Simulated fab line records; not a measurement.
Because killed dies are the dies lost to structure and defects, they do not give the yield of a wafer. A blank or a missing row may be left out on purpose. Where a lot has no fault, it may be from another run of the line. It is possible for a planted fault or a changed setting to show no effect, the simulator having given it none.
Matching of chambers || flow sky130 || rie si-01 running SKY_FIELD_ISO_ETCH_17: 4 sister chambers
The step etches Si in HBr/Cl2/O2, target depth 342 nm, time 97.7 s. 20 wafers are shown with their chamber, then 10 later ones without.

EACH WAFER AND ITS CHAMBER
{"wafer": "L074.2", "chamber": 2, "he backside leak sccm (sccm)": 3.39, "bias w (W)": 150.6, "oes product au (a.u.)": 1.004}
{"wafer": "L074.3", "chamber": 0, "he backside leak sccm (sccm)": 2.88, "bias w (W)": 149.5, "oes product au (a.u.)": 0.989}
{"wafer": "L074.5", "chamber": 0, "he backside leak sccm (sccm)": 2.86, "bias w (W)": 149.5, "oes product au (a.u.)": 0.996}
{"wafer": "L077.1", "chamber": 0, "he backside leak sccm (sccm)": 2.79, "bias w (W)": 149.7, "oes product au (a.u.)": 0.998}
{"wafer": "L077.2", "chamber": 1, "he backside leak sccm (sccm)": 2.38, "bias w (W)": 150.3, "oes product au (a.u.)": 0.996}
{"wafer": "L077.5", "chamber": 1, "he backside leak sccm (sccm)": 2.49, "bias w (W)": 149.9, "oes product au (a.u.)": 1.005}
{"wafer": "L078.2", "chamber": 2, "he backside leak sccm (sccm)": 3.29, "bias w (W)": 150.5, "oes product au (a.u.)": 1.000}
{"wafer": "L078.3", "chamber": 3, "he backside leak sccm (sccm)": 3.13, "bias w (W)": 149.2, "oes product au (a.u.)": 0.996}
{"wafer": "L078.4", "chamber": 1, "he backside leak sccm (sccm)": 2.54, "bias w (W)": 150.7, "oes product au (a.u.)": 1.016}
{"wafer": "L080.1", "chamber": 1, "he backside leak sccm (sccm)": 2.63, "bias w (W)": 150.2, "oes product au (a.u.)": 1.008}
{"wafer": "L080.2", "chamber": 0, "he backside leak sccm (sccm)": 2.88, "bias w (W)": 150.1, "oes product au (a.u.)": 0.998}
{"wafer": "L080.3", "chamber": 2, "he backside leak sccm (sccm)": 3.50, "bias w (W)": 149.5, "oes product au (a.u.)": 1.010}
{"wafer": "L082.1", "chamber": 1, "he backside leak sccm (sccm)": 2.56, "bias w (W)": 150.3, "oes product au (a.u.)": 0.997}
{"wafer": "L082.2", "chamber": 2, "he backside leak sccm (sccm)": 3.06, "bias w (W)": 149.8, "oes product au (a.u.)": 1.004}
{"wafer": "L082.5", "chamber": 0, "he backside leak sccm (sccm)": 2.59, "bias w (W)": 149.8, "oes product au (a.u.)": 1.003}
{"wafer": "L085.2", "chamber": 0, "he backside leak sccm (sccm)": 2.66, "bias w (W)": 149.6, "oes product au (a.u.)": 0.999}
{"wafer": "L085.4", "chamber": 1, "he backside leak sccm (sccm)": 2.53, "bias w (W)": 150.1, "oes product au (a.u.)": 1.004}
{"wafer": "L085.5", "chamber": 0, "he backside leak sccm (sccm)": 2.81, "bias w (W)": 149.8, "oes product au (a.u.)": 0.994}
{"wafer": "L086.1", "chamber": 1, "he backside leak sccm (sccm)": 2.38, "bias w (W)": 150.2, "oes product au (a.u.)": 1.009}
{"wafer": "L086.2", "chamber": 0, "he backside leak sccm (sccm)": 2.94, "bias w (W)": 150.0, "oes product au (a.u.)": 0.996}

SIGNATURES (averages over the wafers above)
{"reading": "he backside leak sccm", "chamber 0": 2.8013, "chamber 1": 2.5014, "chamber 2": 3.3100, "chamber 3": 3.1300, "scatter within a chamber": 0.127}
{"reading": "bias w", "chamber 0": 149.750, "chamber 1": 150.243, "chamber 2": 150.100, "chamber 3": 149.200, "scatter within a chamber": 0.312}
{"reading": "oes product au", "chamber 0": 0.99662, "chamber 1": 1.00500, "chamber 2": 1.00450, "chamber 3": 0.99600, "scatter within a chamber": 0.00536}
Rule: for each reading, subtract the chamber's mean from the wafer's reading, divide by that reading's scatter and square the result; add these up over the readings and take the root, which gives the wafer's distance from the chamber. If the next closest chamber is less than 2 further off than the closest, the wafer can't be placed; otherwise it belongs to the closest. The scatter is the square root of a quotient: the sum, over the shown wafers, of each reading's squared deviation from its chamber's mean, divided by wafers minus chambers.

WAFERS WHOSE CHAMBER IS MISSING
{"wafer": "L086.6", "he backside leak sccm (sccm)": 2.39, "bias w (W)": 150.0, "oes product au (a.u.)": 1.002}
{"wafer": "L089.3", "he backside leak sccm (sccm)": 2.95, "bias w (W)": 150.1, "oes product au (a.u.)": 1.007}
{"wafer": "L089.5", "he backside leak sccm (sccm)": 2.78, "bias w (W)": 150.5, "oes product au (a.u.)": 0.995}
{"wafer": "L089.6", "he backside leak sccm (sccm)": 2.51, "bias w (W)": 150.0, "oes product au (a.u.)": 1.001}
{"wafer": "L091.1", "he backside leak sccm (sccm)": 2.85, "bias w (W)": 150.3, "oes product au (a.u.)": 0.991}
{"wafer": "L091.4", "he backside leak sccm (sccm)": 2.51, "bias w (W)": 149.5, "oes product au (a.u.)": 1.001}
{"wafer": "L091.5", "he backside leak sccm (sccm)": 2.77, "bias w (W)": 150.0, "oes product au (a.u.)": 0.994}
{"wafer": "L097.3", "he backside leak sccm (sccm)": 2.87, "bias w (W)": 149.3, "oes product au (a.u.)": 0.996}
{"wafer": "L097.5", "he backside leak sccm (sccm)": 3.12, "bias w (W)": 150.2, "oes product au (a.u.)": 1.001}
{"wafer": "L097.6", "he backside leak sccm (sccm)": 2.41, "bias w (W)": 150.8, "oes product au (a.u.)": 0.997}

THE CHAMBER EACH PASSED THROUGH
{"wafer": "L086.6", "from the rows above": 1, "in truth": 1}
{"wafer": "L089.3", "from the rows above": "can't be placed: 0 or 2 or 1 or 3", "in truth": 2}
{"wafer": "L089.5", "from the rows above": "can't be placed: 0 or 1", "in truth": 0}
{"wafer": "L089.6", "from the rows above": "can't be placed: 1 or 0", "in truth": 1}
{"wafer": "L091.1", "from the rows above": "can't be placed: 0 or 1", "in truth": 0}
{"wafer": "L091.4", "from the rows above": "can't be placed: 1 or 0", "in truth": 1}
{"wafer": "L091.5", "from the rows above": 0, "in truth": 0}
{"wafer": "L097.3", "from the rows above": "can't be placed: 0 or 3", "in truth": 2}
{"wafer": "L097.5", "from the rows above": "can't be placed: 2 or 0 or 3", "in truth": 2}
{"wafer": "L097.6", "from the rows above": 1, "in truth": 1}
Correctly placed: 3 of 10. Unplaceable from these rows: 7, with the true chamber sitting among the candidates in 6. Number placed wrongly: 0.
